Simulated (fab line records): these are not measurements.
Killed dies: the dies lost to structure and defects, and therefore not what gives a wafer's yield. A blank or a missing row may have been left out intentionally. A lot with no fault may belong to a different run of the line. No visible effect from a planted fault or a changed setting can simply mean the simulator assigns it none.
The tool behind it: which one? | flow gf180mcu | 7 lots, 21 wafers sampled, at 4 steps of a route of 602

== WHAT THE GAUGES READ, wafer by wafer ==
GF_V2_RS_MEAS_24: the measuring method here is four-point-probe.
lot  | measured     | on            | V2_W_RS (ohm/sq)
L314 | day 20 14:29 | film-metro-04 | 0.323 0.323 0.323
L316 | day 21 13:11 | film-metro-03 | 0.314 0.325 0.324
L323 | day 24 00:59 | film-metro-03 | 42.854 43.191 42.861
L328 | day 25 16:46 | film-metro-03 | 0.318 0.330 0.323
L330 | day 26 06:35 | film-metro-03 | 0.316 0.326 0.318
L332 | day 26 19:30 | film-metro-01 | 0.324 0.324 0.331
L335 | day 28 00:56 | film-metro-03 | 0.326 0.327 0.328

== EACH LOT AND THE TOOL THAT RAN IT (in order: tool; ch and the chambers of the sampled wafers; start) ==
lot  | GF_M2_METAL_ETCH_16               | GF_V2_CMP_04                  | GF_V2_CVD_23
L314 | rie-metal-03 ch 0,1, day 19 11:59 | cmp-01 ch 1,3, day 19 12:55   | cvd-w-02 ch 1, day 20 14:15
L316 | rie-metal-04 ch 0,1, day 20 11:02 | cmp-02 ch 1,2,3, day 20 12:02 | cvd-w-01 ch 0,1, day 21 13:04
L323 | rie-metal-02 ch 0,1, day 23 00:02 | cmp-01 ch 0,2,3, day 23 01:04 | cvd-w-02 ch 1, day 24 00:46
L328 | rie-metal-04 ch 0,1, day 24 16:11 | cmp-01 ch 1,2,3, day 24 17:05 | cvd-w-01 ch 0,1, day 25 16:38
L330 | rie-metal-02 ch 0,1, day 25 07:20 | cmp-01 ch 0,1,2, day 25 08:15 | cvd-w-01 ch 0,1, day 26 06:28
L332 | rie-metal-03 ch 0, day 25 20:53   | cmp-01 ch 0,2,3, day 25 21:54 | cvd-w-02 ch 0,1, day 26 19:23
L335 | rie-metal-02 ch 0,1, day 27 02:23 | cmp-01 ch 0,1,2, day 27 03:23 | cvd-w-02 ch 0, day 28 00:49
- GF_M2_METAL_ETCH_16: etches the open film in Cl2/BCl3, stops on SiO2, target depth 627.5 nm, time 104.6 s.
- GF_V2_CMP_04: polishes SiO2.
- GF_V2_CVD_23: deposits W, target thk 350 nm, time 104.94 s.

== THE ANSWER, worked out from the rows above alone ==
Rule: what is usual is taken from the lots themselves. Put in order of their means at a reading, lots are off if they are a third of the lots or fewer, leave a main group of 4 or more, and stand apart from it by a gap of 3 or more times the standard deviation of the main group's means; of several such gaps the widest counts. The tables above print the reading to a certain number of digits; a main group whose means all agree to those digits is not used. A lot without any number at a reading at which 4 lots or more have one is off too. Any other lot the step has rows for is counted as sound.
Off: at GF_V2_RS_MEAS_24 (V2_W_RS), L323. For the main group the mean is 0.324 ohm/sq and the standard deviation 0.0026.
A tool fits if, at a process step before that reading, it ran every lot that is off, and no sound lot after the first of them. The gauges at GF_V2_RS_MEAS_24 are tried like those tools. Of those tried, none fits.

== WHAT THE SIMULATOR HAD INSERTED ==
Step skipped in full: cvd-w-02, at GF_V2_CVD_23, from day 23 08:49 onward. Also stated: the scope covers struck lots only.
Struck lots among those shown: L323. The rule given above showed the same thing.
